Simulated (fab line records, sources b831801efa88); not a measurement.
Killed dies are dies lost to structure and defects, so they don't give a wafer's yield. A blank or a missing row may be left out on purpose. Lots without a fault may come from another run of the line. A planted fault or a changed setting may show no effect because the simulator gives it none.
Which tool did it? | flow sky130 | 14 lots, 42 wafers sampled, at 5 steps of a route of 708

WHAT THE GAUGES READ, wafer by wafer
SKY_LDD_HVP_OVL_MEAS_07. Usual: LDD_HVP_OVL 0.7 nm, standard deviation 1.2.
lot  | measured     | on         | LDD_HVP_OVL (nm) | flag
L595 | day 22 07:43 | overlay-01 | 0.6 0.4 0.5      |
L596 | day 22 12:45 | overlay-02 | 0.3 -0.2 1.4     |
L598 | day 23 09:17 | overlay-01 | -0.6 0.5 -0.5    |
L601 | day 24 11:50 | overlay-01 | 3.4 1.1 1.6      |
L602 | day 25 00:53 | overlay-02 | -0.1 1.9 -0.1    |
L607 | day 26 11:41 | overlay-02 | -0.6 1.2 0.4     |
L609 | day 27 10:02 | overlay-02 | 0.1 -0.2 0.4     |
L610 | day 27 21:27 | overlay-02 | 1.4 2.5 1.2      |
L612 | day 28 14:24 | overlay-02 | -0.6 -1.4 -2.2   |
L611 | day 28 15:14 | overlay-02 | 1.1 0.7 0.9      |
L614 | day 28 18:23 | overlay-02 | 0.1 -0.4 1.5     |
L613 | day 29 01:26 | overlay-01 | -0.4 0.3 0.8     |
L615 | day 29 05:20 | overlay-01 | 1.5 1.7 -0.1     |
L616 | day 29 18:17 | overlay-01 | -0.3 0.7 2.0     |

SKY_SPACER_THK_MEAS_01. Usual: SPACER_CVD_00_THK 43.1 nm, standard deviation 0.39.
lot  | measured     | on            | SPACER_CVD_00_THK (nm) | flag
L595 | day 23 16:34 | film_metro-01 | 44.2 44.0 43.6         |
L596 | day 23 21:53 | film_metro-04 | 43.3 43.6 43.2         |
L598 | day 24 18:07 | film_metro-01 | 43.2 43.2 43.2         |
L601 | day 25 20:23 | film_metro-01 | 43.6 43.3 43.1         |
L602 | day 26 09:03 | film_metro-03 | 43.5 43.6 43.4         |
L607 | day 27 20:19 | film_metro-04 | 43.1 42.6 42.9         |
L609 | day 28 18:14 | film_metro-04 | 43.3 43.6 43.5         |
L610 | day 29 05:39 | film_metro-03 | 43.3 43.4 43.2         |
L612 | day 29 22:28 | film_metro-03 | 42.6 42.4 42.5         |
L611 | day 29 22:29 | film_metro-01 | 43.0 43.3 43.0         |
L614 | day 29 23:48 | film_metro-01 | 43.2 43.0 42.6         |
L613 | day 30 07:40 | film_metro-04 | 42.9 43.0 43.0         |
L615 | day 30 10:54 | film_metro-04 | 43.3 43.0 43.3         |
L616 | day 30 23:51 | film_metro-04 | 43.3 43.2 42.9         |

SKY_SD_P_TW_MEAS_11. Usual: SD_P_TW 2850, standard deviation 21.
lot  | measured     | on            | SD_P_TW        | flag
L595 | day 26 04:16 | film_metro-04 | 2881 2873 2859 |
L596 | day 26 08:59 | film_metro-01 | 2834 2852 2843 |
L598 | day 27 06:05 | film_metro-01 | 2851 2850 2862 |
L601 | day 28 06:52 | film_metro-01 | 2870 2861 2873 |
L602 | day 28 18:31 | film_metro-01 | 2865 2890 2860 |
L607 | day 30 05:01 | film_metro-04 | 2865 2874 2873 |
L609 | day 31 01:37 | film_metro-01 | 2873 2881 2873 |
L610 | day 31 12:23 | film_metro-01 | 2871 2874 2858 |
L612 | day 32 09:07 | film_metro-02 | 2812 2818 2810 |
L611 | day 32 08:49 | film_metro-01 | 2849 2843 2840 |
L614 | day 32 10:01 | film_metro-01 | 2836 2852 2835 |
L613 | day 32 13:19 | film_metro-04 | 2880 2871 2880 |
L615 | day 32 16:31 | film_metro-04 | 2873 2858 2862 |
L616 | day 33 05:16 | film_metro-02 | 2812 2818 2805 |

SKY_RES_XHIGH_TW_MEAS_09. Usual: RES_XHIGH_TW 1656, standard deviation 12.
lot  | measured     | on            | RES_XHIGH_TW   | flag
L595 | day 27 08:49 | film_metro-04 | 1658 1658 1656 |
L596 | day 27 13:50 | film_metro-01 | 1650 1645 1654 |
L598 | day 28 10:23 | film_metro-04 | 1666 1658 1664 |
L601 | day 29 10:47 | film_metro-04 | 30 30 30       | OFF
L602 | day 29 22:57 | film_metro-01 | 31 30 31       | OFF
L607 | day 31 08:10 | film_metro-02 | 1630 1629 1637 |
L609 | day 32 04:30 | film_metro-01 | 1650 1641 1638 |
L610 | day 32 15:19 | film_metro-01 | 1648 1653 1648 |
L612 | day 33 11:32 | film_metro-01 | 1659 1665 1661 |
L611 | day 33 11:00 | film_metro-01 | 1664 1667 1668 |
L614 | day 33 11:50 | film_metro-02 | 1638 1644 1641 |
L613 | day 33 15:43 | film_metro-02 | 1638 1623 1629 |
L615 | day 33 19:00 | film_metro-02 | 1636 1632 1636 |
L616 | day 34 07:56 | film_metro-01 | 1663 1665 1666 |

WHICH TOOL RAN EACH LOT (tool, then ch and the chambers of the sampled wafers, then the start)
lot  | SKY_RES_XHIGH_DEVELOP_06
L595 | litho_track-04 ch 0, day 27 08:27
L596 | litho_track-02 ch 0, day 27 13:26
L598 | litho_track-02 ch 0, day 28 09:59
L601 | litho_track-03, day 29 10:23
L602 | litho_track-04, day 29 22:33
L607 | litho_track-04 ch 0, day 31 07:47
L609 | litho_track-04 ch 0, day 32 04:06
L610 | litho_track-02 ch 0, day 32 14:53
L612 | litho_track-03 ch 0, day 33 11:08
L611 | litho_track-02 ch 0, day 33 10:37
L614 | litho_track-03 ch 0, day 33 11:26
L613 | litho_track-04 ch 0, day 33 15:20
L615 | litho_track-04 ch 0, day 33 18:36
L616 | litho_track-02 ch 0, day 34 07:32
- SKY_RES_XHIGH_DEVELOP_06: develop time 60 s.

WHAT THE TOOLS THEMSELVES READ (means of the sampled wafers that have a number; where no wafer has one, the mark that the record gives instead)
SKY_RES_XHIGH_DEVELOP_06. Usual: chill_plate_temp_C 22.99 C, standard deviation 0.11; exhaust_pa 45.0 Pa, standard deviation 0.82.
lot  | tool           | chill_plate_temp_C (C) | exhaust_pa (Pa) | flag
L595 | litho_track-04 | 22.86                  | 45.3            |
L596 | litho_track-02 | 23.06                  | 45.4            |
L598 | litho_track-02 | 22.97                  | 46.0            |
L601 | litho_track-03 | -                      | -               | OFF
L602 | litho_track-04 | -                      | -               | OFF
L607 | litho_track-04 | 22.87                  | 45.2            |
L609 | litho_track-04 | 23.07                  | 44.6            |
L610 | litho_track-02 | 23.09                  | 44.9            |
L612 | litho_track-03 | 23.11                  | 45.0            |
L611 | litho_track-02 | 22.99                  | 45.0            |
L614 | litho_track-03 | 22.96                  | 45.4            |
L613 | litho_track-04 | 23.04                  | 44.5            |
L615 | litho_track-04 | 23.00                  | 43.7            |
L616 | litho_track-02 | 23.03                  | 45.6            |

THE ANSWER, worked out from the rows above alone
Rule: a lot is off if the mean of its wafers that have a number lies more than 3 standard deviations from the usual mean. A lot without any number at a reading at which 4 lots or more have one is off too. The other lots that the step has rows for count as sound. The gauges are gone through in route order, then the tools' own readings, and for those a lot's mean is taken as printed above. The first step at which some lot is off is used, and at that step the reading that is off furthest; a lot without a number counts as furthest.
Off: L601, L602, at SKY_RES_XHIGH_TW_MEAS_09 (RES_XHIGH_TW).
A tool fits if, at a process step before that reading, it ran every lot that is off, and no sound lot after the first of them. The gauges at SKY_RES_XHIGH_TW_MEAS_09 aren't tried: what is off there is off at SKY_RES_XHIGH_DEVELOP_06 too, on other tools, and a gauge's error can't cause that. None of those tried fits.

WHAT THE SIMULATOR HAD PUT IN
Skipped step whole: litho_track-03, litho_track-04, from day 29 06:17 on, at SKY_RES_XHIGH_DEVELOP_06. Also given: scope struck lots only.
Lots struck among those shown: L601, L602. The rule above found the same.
